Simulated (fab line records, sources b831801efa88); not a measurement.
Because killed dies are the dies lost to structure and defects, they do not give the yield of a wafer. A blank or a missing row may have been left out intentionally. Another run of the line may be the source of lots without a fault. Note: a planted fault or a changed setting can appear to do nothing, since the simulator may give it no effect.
Struck lot and sound lot, side by side    flow sky130    14 out of 708 route steps
Sound: wafers L822.3, L822.4, L822.6. The struck wafers were L829.1, L829.3, L829.4. At the end, the cause is stated.
At each step with rows: each side's tool, then ch and its chambers, then its first start. Under that, the readings that differ: sound wafers    struck wafers    difference of the means    sigmas: that difference in standard deviations of wafers without a fault.
alike: readings whose means differ by less than 2 such deviations, and words and numbers that are the same on both sides. not compared: withheld readings, readings that some wafer has no value for, bounds like >300 that may hide the same value, and numbers for which the record gives no deviation and whose values overlap.
The two part at a step that has a row with sigmas, a row that says differs or no value, or rows on one side only. Non-overlapping numbers with no deviation appear without sigmas and do not part them. Lack of a reading on every wafer of one side parts them only where that side has two or more wafers.

SKY_CONTACT_OVL_MEAS_15:
  sound on overlay-02 at day 32 13:05; struck on overlay-01 at day 35 01:02
  alike: CONTACT_OVL
SKY_CONTACT_ETCH_16: etches BARC in N2/H2, stops on SiO2, time 45.9 s, target depth 60 nm.
  sound on rie_diel-01 ch 0,1,2, day 32 13:07; struck on rie_diel-01 ch 0,2,3, day 35 01:04
  alike: bias_w, drypump_motor_current_A, oes_product_au, throttle_valve_pct
  not compared: rf_hours_counter_h
SKY_CONTACT_ETCH_17: etches SiO2 in C4F8/O2/Ar, stops on Si3N4, target depth 340 nm.
  sound on rie_diel-01 ch 0,1,2, day 32 13:10; struck on rie_diel-01 ch 0,2,3, day 35 01:07
  alike: bias_w, oes_product_au
SKY_CONTACT_ETCH_18: etches Si3N4 in CHF3/O2, stops on TiN, time 39 s, target depth 75 nm.
  sound: rie_diel-01 ch 0,1,2; struck: rie_diel-01 ch 0,2,3
  alike: bias_w, drypump_motor_current_A, oes_product_au, throttle_valve_pct
  not compared: rf_hours_counter_h
SKY_CONTACT_STRIP_19: strips in O2/N2.
  sound on plasma_asher-03 ch 0,1, day 32 13:17; struck on plasma_asher-02 ch 0,1, day 35 01:12
  alike: drypump_motor_current_A, oes_product_au, strip_time_to_endpoint_s
  not compared: rf_hours_counter_h
then, 4 steps without rows for these wafers: SKY_CONTACT_STRIP_20 (strips in post etch residue remover, time 1200 s); SKY_CONTACT_CLEAN_21 (cleans in IPA, time 180 s); SKY_CONTACT_CLEAN_22 (cleans in O3/DIW); SKY_CONTACT_SPUTTER_23 (material TiN, target thk 20 nm, time 80 s).
SKY_CONTACT_CVD_24: deposits W, target thk 340 nm, time 102.12 s.
  sound on cvd_w-01 ch 0,1, day 32 13:59; struck on cvd_w-02 ch 0,1, day 35 01:52
  alike: chamber_pressure_Torr, heater_power_w
SKY_CONTACT_RS_MEAS_25: measurement is done with a four-point probe.
  sound on film_metro-01 at day 32 14:06; struck on film_metro-01 at day 35 01:58
  alike: CONTACT_W_RS
SKY_CONTACT_THK_MEAS_26: measures by xrf.
  sound on film_metro-01 at day 32 14:12; struck on film_metro-01 at day 35 02:05
  alike: CONTACT_W_THK
SKY_CONTACT_CMP_27: polishes, stops on SiO2, t overpolish 15 s, target thk 0 nm.
  sound on cmp-02 ch 1,2, day 32 14:17; struck on cmp-01 ch 0,2,3, day 35 02:12
  no value came back on the struck wafers for any of 5 readings (edge_zone_pressure_frac, head_pressure_psi (psi) and others); on the sound wafers edge_zone_pressure_frac reads 0.996 1.000 1.008
reading                                      sound              struck             difference  sigmas
model.W_of_CONTACT_CVD_24.thk_nm (nm)        0 0 0              341.7 334.7 340.2  +338.9      
model.SiO2_of_CONTACT_HDPCVD_02.thk_nm (nm)  337.4 335.5 335.5  340.6 340.1 341.3  +4.5        
-- the record jumps here: 14 days lie between the struck wafers' starts before and after (it left off in module CONTACT and takes up again in module PAD_OPEN, whose first step shown is number 708 of the route) --
SKY_PAD_OPEN_PROBE_99:
  sound on prober-02 at day 46 14:26; struck on prober-02 at day 48 14:14
reading             sound     struck       difference  sigmas
killed_at_contacts  28 22 21  439 443 428  +413        +81
killed_dies         95 82 78  492 492 492  +407        +43
killed_on_rim       16 12 11  96 96 96     +83         +21
  alike: killed_at_M0_to_M3, killed_at_M4_up, killed_at_front_end, killed_at_other, killed_open, killed_short

WHERE THEY PART
Earliest at SKY_CONTACT_CMP_27; latest, in this record, at SKY_PAD_OPEN_PROBE_99.

WHY: whatever the simulator had introduced
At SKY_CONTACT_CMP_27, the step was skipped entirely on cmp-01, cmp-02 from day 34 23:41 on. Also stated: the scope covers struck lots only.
